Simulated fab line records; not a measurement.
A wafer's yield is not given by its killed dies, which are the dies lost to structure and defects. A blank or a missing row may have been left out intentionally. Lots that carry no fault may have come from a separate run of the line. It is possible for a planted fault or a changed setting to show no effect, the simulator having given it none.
What tool caused it? -- flow gf180mcu -- 42 wafers from 14 lots sampled at 4 of the route's 602 steps

WHAT THE GAUGES READ, wafer by wafer
GF_V1_RS_MEAS_24: the measuring method here is four-point-probe.
lot,measured,on,V1_W_RS (ohm/sq)
L699,day 18 14:04,film_metro-03,0.3288 0.3326 0.3274
L701,day 19 08:45,film_metro-02,0.3320 0.3293 0.3274
L703,day 20 04:33,film_metro-02,0.3305 0.3299 0.3327
L704,day 20 12:56,film_metro-03,0.3305 0.3272 0.3307
L705,day 21 01:34,film_metro-04,0.3297 0.3327 0.3309
L706,day 21 08:02,film_metro-03,0.3349 0.3301 0.3339
L711,day 23 00:00,film_metro-02,0.3325 0.3272 0.3322
L713,day 23 16:14,film_metro-02,0.3320 0.3314 0.3312
L715,day 24 09:52,film_metro-02,0.3292 0.3259 0.3316
L716,day 24 17:22,film_metro-02,0.3297 0.3302 0.3322
L717,day 25 01:42,film_metro-04,0.3320 0.3292 0.3289
L718,day 25 09:29,film_metro-04,0.3338 0.3321 0.3325
L719,day 25 16:58,film_metro-02,0.3269 0.3278 0.3253
L720,day 26 00:11,film_metro-03,0.3342 0.3295 0.3325

WHICH TOOL RAN EACH LOT (tool, then ch and the chambers of the sampled wafers, then the start)
lot,GF_SALICIDE_RTA_06,GF_V1_ETCH_16,GF_V1_CVD_23
L699,"rtp_anneal-02 ch 0, day 15 12:55","rie_diel-04 ch 0,2,3, day 18 13:11","cvd_w-02 ch 0,1, day 18 13:57"
L701,"rtp_anneal-01 ch 0, day 16 05:31","rie_diel-02 ch 1,2,3, day 19 07:50","cvd_w-02 ch 0,1, day 19 08:38"
L703,"rtp_anneal-01 ch 0, day 17 00:41","rie_diel-03 ch 0,1,2, day 20 03:38","cvd_w-02 ch 0,1, day 20 04:26"
L704,"rtp_anneal-01 ch 0, day 17 09:25","rie_diel-02 ch 0,2,3, day 20 12:02","cvd_w-02 ch 0, day 20 12:48"
L705,"rtp_anneal-01 ch 0, day 17 20:50","rie_diel-02 ch 1,3, day 21 00:38","cvd_w-01 ch 0,1, day 21 01:27"
L706,"rtp_anneal-01 ch 0, day 18 02:11","rie_diel-04 ch 1,2, day 21 07:08","cvd_w-02 ch 0,1, day 21 07:56"
L711,"rtp_anneal-02 ch 0, day 19 19:28","rie_diel-04 ch 1,2,3, day 22 23:02","cvd_w-02 ch 0,1, day 22 23:52"
L713,"rtp_anneal-02 ch 0, day 20 12:55","rie_diel-03 ch 0,1, day 23 15:22","cvd_w-02 ch 0,1, day 23 16:08"
L715,"rtp_anneal-01 ch 0, day 21 08:31","rie_diel-03 ch 0,2,3, day 24 08:59","cvd_w-01 ch 0,1, day 24 09:45"
L716,"rtp_anneal-01 ch 0, day 21 16:25","rie_diel-02 ch 1,3, day 24 16:29","cvd_w-01 ch 0,1, day 24 17:15"
L717,"rtp_anneal-02 ch 0, day 21 23:55","rie_diel-02 ch 1,2, day 25 00:44","cvd_w-02 ch 0,1, day 25 01:34"
L718,"rtp_anneal-01 ch 0, day 22 10:10","rie_diel-03 ch 0,1,3, day 25 08:35","cvd_w-01 ch 0,1, day 25 09:22"
L719,"rtp_anneal-02 ch 0, day 22 17:29","rie_diel-03 ch 2,3, day 25 16:02","cvd_w-01 ch 0,1, day 25 16:52"
L720,"rtp_anneal-01 ch 0, day 23 00:09","rie_diel-02 ch 1,2, day 25 23:17","cvd_w-01 ch 0,1, day 26 00:04"
- GF_SALICIDE_RTA_06: time 30 s.
- GF_V1_ETCH_16: etches BARC in N2/H2.
- GF_V1_CVD_23: deposits W, target thk 350 nm, time 105.05 s.

WHAT THE TOOLS THEMSELVES READ (means of the sampled wafers that have a number; where no wafer has one, the mark that the record gives instead)
GF_SALICIDE_RTA_06.
lot,tool,chamber_o2_ppm,lamp_power_pct (%),wafer_temp_C_max
L699,rtp_anneal-02,2.012,5.09,532.8
L701,rtp_anneal-01,2.002,5.50,531.6
L703,rtp_anneal-01,1.994,5.49,531.6
L704,rtp_anneal-01,1.983,4.50,484.0
L705,rtp_anneal-01,2.026,4.49,484.2
L706,rtp_anneal-01,2.057,4.50,484.5
L711,rtp_anneal-02,2.001,5.09,532.5
L713,rtp_anneal-02,1.985,5.09,532.6
L715,rtp_anneal-01,2.002,5.49,531.4
L716,rtp_anneal-01,2.003,5.49,531.1
L717,rtp_anneal-02,1.996,5.08,532.3
L718,rtp_anneal-01,1.974,5.49,531.3
L719,rtp_anneal-02,2.027,5.09,533.3
L720,rtp_anneal-01,1.983,5.50,531.2

GF_V1_ETCH_16.
lot,tool,drypump_motor_current_A (A),oes_product_au (a.u.),throttle_valve_pct (%)
L699,rie_diel-04,6.0,0.852,13.224
L701,rie_diel-02,5.3,0.856,13.230
L703,rie_diel-03,5.9,0.855,13.224
L704,rie_diel-02,5.2,0.853,13.222
L705,rie_diel-02,5.2,0.860,13.215
L706,rie_diel-04,5.8,0.857,13.233
L711,rie_diel-04,6.0,0.857,13.226
L713,rie_diel-03,5.9,0.855,13.235
L715,rie_diel-03,6.1,0.857,13.232
L716,rie_diel-02,5.6,0.857,13.225
L717,rie_diel-02,5.4,0.855,13.230
L718,rie_diel-03,5.8,0.852,13.231
L719,rie_diel-03,6.1,0.856,13.209
L720,rie_diel-02,5.4,0.852,13.224

GF_V1_CVD_23.
lot,tool,heater_power_w (W)
L699,cvd_w-02,829
L701,cvd_w-02,844
L703,cvd_w-02,825
L704,cvd_w-02,792
L705,cvd_w-01,891
L706,cvd_w-02,828
L711,cvd_w-02,835
L713,cvd_w-02,841
L715,cvd_w-01,884
L716,cvd_w-01,893
L717,cvd_w-02,826
L718,cvd_w-01,882
L719,cvd_w-01,894
L720,cvd_w-01,879

THE ANSWER, worked out from the rows above alone
Rule: what is usual is taken from the lots themselves. Put in order of their means at a reading, lots are off if they are a third of the lots or fewer, leave a main group of 4 or more, and stand apart from it by a gap of 3 or more times the standard deviation of the main group's means; of several such gaps the widest counts. A main group is skipped when, at the precision printed for the reading in the tables above, its means are all equal. Also off: a lot with no number at a reading for which 4 or more lots have one. All remaining lots with rows at the step are treated as sound. First the gauges in route order, then the tools' own readings, where a lot's mean is used as printed above. The first step at which some lot is off is used, and at that step the reading that is off furthest; a lot without a number counts as furthest.
Off: L704, L705, L706, at GF_SALICIDE_RTA_06 (wafer_temp_C_max). The main group: mean 532.0, standard deviation 0.72.
A tool fits if, at that step or a process step before it, it ran every lot that is off, and no sound lot after the first of them. Not one of the candidates tried fits.

WHAT THE SIMULATOR PUT IN
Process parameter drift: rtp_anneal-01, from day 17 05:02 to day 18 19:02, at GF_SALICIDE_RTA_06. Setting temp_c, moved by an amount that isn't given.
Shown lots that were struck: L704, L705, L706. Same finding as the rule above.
